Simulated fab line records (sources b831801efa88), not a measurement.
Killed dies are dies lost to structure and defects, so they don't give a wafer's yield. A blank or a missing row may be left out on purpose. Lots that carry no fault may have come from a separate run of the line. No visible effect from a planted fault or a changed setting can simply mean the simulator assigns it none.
What tool caused it? ; flow gf180mcu ; 24 lots, 72 wafers sampled, at 6 steps of a route of 602

## WHAT THE GAUGES SHOWED, per wafer
GF_V3_BOW_MEAS_05. Usual: V3_BOW gives 117 um (standard deviation 9.2).
lot;measured;on;V3_BOW (um);flag
L074;day 21 16:25;film metro-03;121 125 119;
L075;day 22 15:51;film metro-02;120 112 119;
L077;day 23 05:16;film metro-03;131 110 142;
L076;day 23 10:52;film metro-01;117 137 135;
L078;day 23 17:10;film metro-01;113 108 124;
L079;day 23 21:02;film metro-01;114 104 133;
L080;day 24 12:22;film metro-03;133 137 132;
L082;day 25 07:20;film metro-02;119 106 101;
L081;day 25 08:17;film metro-02;126 120 121;
L084;day 25 12:02;film metro-02;96 113 111;
L083;day 25 13:32;film metro-03;119 121 116;
L085;day 25 17:29;film metro-02;106 114 123;
L086;day 26 07:52;film metro-01;104 121 122;
L087;day 26 12:44;film metro-02;114 114 132;
L088;day 26 18:17;film metro-01;113 120 102;
L089;day 27 04:30;film metro-02;113 117 119;
L090;day 27 13:55;film metro-03;128 124 116;
L091;day 27 14:14;film metro-01;114 111 118;
L092;day 28 08:05;film metro-03;115 127 120;
L093;day 28 10:21;film metro-03;120 120 106;
L094;day 28 15:41;film metro-01;119 110 104;
L095;day 29 00:37;film metro-01;123 111 103;
L096;day 29 06:58;film metro-02;107 98 116;
L097;day 29 11:08;film metro-02;107 115 104;

GF_V3_OVL_MEAS_15. Usual: V3_OVL gives 0 nm (standard deviation 5.6).
lot;measured;on;V3_OVL (nm);flag
L074;day 22 16:56;overlay-01;-1 -1 -1;
L075;day 23 15:22;overlay-01;-10 -12 -2;
L077;day 24 04:20;overlay-02;10 6 4;
L076;day 24 10:16;overlay-02;-11 -1 -6;
L078;day 24 15:37;overlay-01;2 12 4;
L079;day 24 20:02;overlay-01;5 -3 1;
L080;day 25 10:46;overlay-02;-3 0 -6;
L082;day 26 05:37;overlay-02;2 5 7;
L081;day 26 07:12;overlay-02;1 1 0;
L084;day 26 10:26;overlay-02;-3 -3 2;
L083;day 26 11:26;overlay-02;-1 -1 4;
L085;day 26 14:49;overlay-01;-3 0 -8;
L086;day 27 05:25;overlay-02;-8 -8 -7;
L087;day 27 10:29;overlay-01;11 5 12;
L088;day 27 16:05;overlay-01;-4 -2 -8;
L089;day 28 00:38;overlay-01;2 -12 4;
L090;day 28 10:31;overlay-02;12 1 0;
L091;day 28 10:56;overlay-01;5 -3 -1;
L092;day 29 04:41;overlay-02;-5 4 -5;
L093;day 29 06:20;overlay-02;-1 2 -8;
L094;day 29 11:13;overlay-01;5 0 8;
L095;day 29 19:26;overlay-02;2 5 1;
L096;day 30 01:32;overlay-02;11 3 4;
L097;day 30 06:05;overlay-02;0 -12 2;

GF_V4_THK_MEAS_01. Usual: V4_CVD_00_THK gives 600 nm (standard deviation 7.7).
lot;measured;on;V4_CVD_00_THK (nm);flag
L074;day 23 18:16;film metro-03;603 612 601;
L075;day 24 16:22;film metro-03;611 606 609;
L077;day 25 04:44;film metro-01;596 599 604;
L076;day 25 10:51;film metro-04;587 597 590;
L078;day 25 15:37;film metro-01;602 601 600;
L079;day 25 20:53;film metro-04;610 606 606;
L080;day 26 11:50;film metro-01;594 590 585;
L082;day 27 05:32;film metro-04;610 604 604;
L081;day 27 07:35;film metro-03;603 601 599;
L084;day 27 10:20;film metro-03;606 599 613;
L083;day 27 11:29;film metro-04;597 598 601;
L085;day 27 14:44;film metro-01;592 587 597;
L086;day 28 04:26;film metro-03;603 604 614;
L087;day 28 09:41;film metro-01;592 589 590;
L088;day 28 14:59;film metro-01;609 615 607;
L089;day 28 23:05;film metro-03;595 607 604;
L090;day 29 09:15;film metro-01;611 606 608;
L091;day 29 10:14;film metro-04;605 606 614;
L092;day 30 01:57;film metro-03;603 604 607;
L093;day 30 04:36;film metro-01;594 586 593;
L094;day 30 08:35;film metro-04;592 599 591;
L095;day 30 16:17;film metro-04;593 596 595;
L096;day 30 22:32;film metro-03;601 603 597;
L097;day 31 03:15;film metro-04;597 599 603;

GF_PASSIVATION_BOW_MEAS_14. Usual: PASSIVATION_BOW gives 135 um (standard deviation 9.4).
lot;measured;on;PASSIVATION_BOW (um);flag
L074;day 29 11:14;film metro-01;132 135 131;
L075;day 30 06:34;film metro-04;137 129 137;
L077;day 30 16:18;film metro-01;152 132 161;
L076;day 30 22:18;film metro-01;125 145 142;
L078;day 31 03:21;film metro-03;128 125 142;
L079;day 31 07:27;film metro-04;135 123 153;
L080;day 31 19:07;film metro-01;151 153 147;
L082;day 32 08:51;film metro-01;130 122 115;
L081;day 32 10:58;film metro-04;144 134 138;
L084;day 32 12:29;film metro-04;119 135 134;
L083;day 32 14:25;film metro-03;139 144 137;
L085;day 32 18:47;film metro-04;119 129 140;
L086;day 33 03:01;film metro-04;118 135 138;
L087;day 33 09:43;film metro-04;137 138 154;
L088;day 33 13:31;film metro-01;140 146 128;
L089;day 33 19:24;film metro-04;136 141 142;
L090;day 34 04:48;film metro-04;143 137 130;
L091;day 34 05:43;film metro-03;141 137 145;
L092;day 34 18:44;film metro-03;122 135 128;
L093;day 34 21:07;film metro-04;138 136 122;
L094;day 35 00:19;film metro-04;155 146 138;
L095;day 35 04:44;film metro-01;138 126 119;
L096;day 35 09:58;film metro-01;124 114 133;
L097;day 35 13:56;film metro-04;133 142 132;

## WHICH TOOL RAN EACH LOT (tool, then ch and the chambers of the sampled wafers, then the start)
lot;GF_V3_CVD_23;GF_V3_CMP_26
L074;cvd w-02 ch 0,1, day 22 17:47;cmp-02 ch 0,2,3, day 22 18:11
L075;cvd w-01 ch 0,1, day 23 16:11;cmp-02 ch 1,2, day 23 16:28
L077;cvd w-02 ch 0,1, day 24 05:08;cmp-02 ch 0,1,3, day 24 05:28
L076;cvd w-01 ch 0,1, day 24 11:04;cmp-02 ch 1,2,3, day 24 11:31
L078;cvd w-01 ch 0,1, day 24 16:25;cmp-02 ch 0,2,3, day 24 16:43
L079;cvd w-01 ch 0,1, day 24 20:52;cmp-02 ch 0,1,3, day 24 21:09
L080;cvd w-02 ch 0,1, day 25 11:34;cmp-02 ch 1,2,3, day 25 11:55
L082;cvd w-02 ch 0,1, day 26 06:26;cmp-02 ch 0,3, day 26 06:47
L081;cvd w-02 ch 0,1, day 26 08:00;cmp-01 ch 0,1,2, day 26 08:20
L084;cvd w-01 ch 0,1, day 26 11:13;cmp-01 ch 1,3, day 26 11:31
L083;cvd w-01 ch 0,1, day 26 12:16;cmp-01 ch 0,3, day 26 12:34
L085;cvd w-01 ch 0,1, day 26 15:37;cmp-02 ch 1,2,3, day 26 16:01
L086;cvd w-02 ch 0,1, day 27 06:14;cmp-01 ch 1,2,3, day 27 06:37
L087;cvd w-01 ch 0,1, day 27 11:16;cmp-01 ch 0,2,3, day 27 11:37
L088;cvd w-02 ch 0,1, day 27 16:55;cmp-02 ch 0,2,3, day 27 17:19
L089;cvd w-01 ch 0,1, day 28 01:26;cmp-01 ch 0,1,3, day 28 01:46
L090;cvd w-01 ch 0,1, day 28 11:19;cmp-01 ch 1,2,3, day 28 12:01
L091;cvd w-02 ch 0,1, day 28 11:44;cmp-01 ch 2,3, day 28 12:19
L092;cvd w-01 ch 0,1, day 29 05:29;cmp-01 ch 1,2,3, day 29 05:52
L093;cvd w-02 ch 0,1, day 29 07:07;cmp-01 ch 1,2, day 29 07:28
L094;cvd w-02 ch 0,1, day 29 12:22;cmp-01 ch 1,2,3, day 29 12:45
L095;cvd w-02 ch 0,1, day 29 20:16;cmp-01 ch 0,2,3, day 29 20:37
L096;cvd w-01 ch 0,1, day 30 02:22;cmp-02 ch 0,1, day 30 02:37
L097;cvd w-02 ch 0,1, day 30 06:52;cmp-01 ch 0,1, day 30 07:13
- GF_V3_CVD_23: deposits W, target thk 350 nm, time 104.9 s.
- GF_V3_CMP_26: polishes, stops on SiO2, t overpolish 15 s, target thk 0 nm.

## WHAT THE TOOLS THEMSELVES READ (means of the sampled wafers that have a number; where no wafer has one, the mark that the record gives instead)
GF_V3_CVD_23. Usual: heater power w at 794 W, with a standard deviation of 18.
lot;tool;heater power w (W);flag
L074;cvd w-02;798;
L075;cvd w-01;795;
L077;cvd w-02;761;
L076;cvd w-01;795;
L078;cvd w-01;785;
L079;cvd w-01;793;
L080;cvd w-02;799;
L082;cvd w-02;799;
L081;cvd w-02;799;
L084;cvd w-01;790;
L083;cvd w-01;789;
L085;cvd w-01;795;
L086;cvd w-02;792;
L087;cvd w-01;795;
L088;cvd w-02;773;
L089;cvd w-01;799;
L090;cvd w-01;792;
L091;cvd w-02;797;
L092;cvd w-01;790;
L093;cvd w-02;786;
L094;cvd w-02;803;
L095;cvd w-02;788;
L096;cvd w-01;793;
L097;cvd w-02;793;

GF_V3_CMP_26. Usual: motor current A 10.9 A, standard deviation 0.94; overpolish run s 15.001 s, standard deviation 0.0094; time to endpoint s 85 s, standard deviation 3.4.
lot;tool;motor current A (A);overpolish run s (s);time to endpoint s (s);flag
L074;cmp-02;10.6;15.003;84;
L075;cmp-02;10.0;14.999;85;
L077;cmp-02;11.5;14.995;86;
L076;cmp-02;10.7;15.002;86;
L078;cmp-02;10.5;14.997;83;
L079;cmp-02;11.7;14.991;85;
L080;cmp-02;10.6;14.999;88;
L082;cmp-02;11.3;14.995;87;
L081;cmp-01;10.5;15.000;84;
L084;cmp-01;11.3;15.003;85;
L083;cmp-01;11.0;14.998;85;
L085;cmp-02;10.5;15.001;84;
L086;cmp-01;11.2;15.004;84;
L087;cmp-01;10.9;14.995;84;
L088;cmp-02;10.4;15.005;89;
L089;cmp-01;11.4;15.013;84;
L090;cmp-01;11.1;14.990;81;
L091;cmp-01;11.3;15.009;85;
L092;cmp-01;11.2;14.991;85;
L093;cmp-01;10.8;15.002;81;
L094;cmp-01;11.1;15.005;83;
L095;cmp-01;10.7;15.011;85;
L096;cmp-02;11.6;15.005;86;
L097;cmp-01;10.6;15.014;88;

## THE ANSWER, worked out from the rows above alone
Rule: lot off if the mean of its wafers having a number is beyond 3 standard deviations from the usual mean. A lot without any number at a reading at which 4 lots or more have one is off too. Any other lot the step has rows for is counted as sound. After the gauges, taken in route order, come the tools' own readings; for these a lot's mean is taken, as printed above. At the first step where some lot is off, the reading lying furthest off is the one used; lots without a number count as furthest.
No lot is off on any of the readings shown, so nothing can be concluded from this.

## WHAT THE SIMULATOR HAD INSERTED
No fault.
